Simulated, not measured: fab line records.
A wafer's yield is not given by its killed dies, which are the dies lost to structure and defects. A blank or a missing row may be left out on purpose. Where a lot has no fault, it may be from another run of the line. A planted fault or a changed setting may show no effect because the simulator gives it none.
Chamber matching || flow sky130 || SKY_FIELD_ISO_CMP_27 on cmp-02 has 4 sister chambers
The step polishes, stops on Si3N4, t overpolish 16 s, target thk 457.8 nm. 4 wafers are shown with their chamber, then 8 later ones without.

WAFERS WITH THEIR CHAMBER
{"wafer": "L317.2", "chamber": 1, "motor_current_A (A)": 12.8}
{"wafer": "L319.4", "chamber": 3, "motor_current_A (A)": 12.7}
{"wafer": "L319.6", "chamber": 0, "motor_current_A (A)": 10.5}
{"wafer": "L320.1", "chamber": 2, "motor_current_A (A)": 11.1}

WAFERS MISSING THEIR CHAMBER
{"wafer": "L320.3", "motor_current_A (A)": 12.2}
{"wafer": "L320.6", "motor_current_A (A)": 12.5}
{"wafer": "L323.1", "motor_current_A (A)": 11.3}
{"wafer": "L323.3", "motor_current_A (A)": 12.2}
{"wafer": "L323.4", "motor_current_A (A)": 12.7}
{"wafer": "L332.3", "motor_current_A (A)": 12.0}
{"wafer": "L332.4", "motor_current_A (A)": 10.4}
{"wafer": "L332.5", "motor_current_A (A)": 10.6}

WHICH CHAMBER EACH WENT THROUGH
{"wafer": "L320.3", "from the rows above": "can't be placed: 3 or 1 or 2", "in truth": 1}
{"wafer": "L320.6", "from the rows above": "can't be placed: 3 or 1", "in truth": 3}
{"wafer": "L323.1", "from the rows above": "can't be placed: 2 or 0", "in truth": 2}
{"wafer": "L323.3", "from the rows above": "can't be placed: 3 or 1 or 2", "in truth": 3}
{"wafer": "L323.4", "from the rows above": "can't be placed: 3 or 1", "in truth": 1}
{"wafer": "L332.3", "from the rows above": "can't be placed: 3 or 1 or 2", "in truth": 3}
{"wafer": "L332.4", "from the rows above": "can't be placed: 0 or 2", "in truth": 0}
{"wafer": "L332.5", "from the rows above": "can't be placed: 0 or 2", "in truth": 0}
Placed correctly: 0 of 8. From these rows, 8 cannot be placed; in 8 the true chamber is one of the candidates. Placed wrongly: 0.
How it was worked out, from the rows above alone: a wafer's distance from a chamber is the root of the sum, over the readings, of the square of ((its reading less the chamber's mean) divided by the reading's scatter). The wafer belongs to the nearest chamber; if the next one is less than 2 further off, it can't be placed. For every chamber, the mean is computed from those of its wafers that are shown. The scatter: root of mean squared gap, hidden wafer to nearest shown wafer, with one shown wafer a chamber.
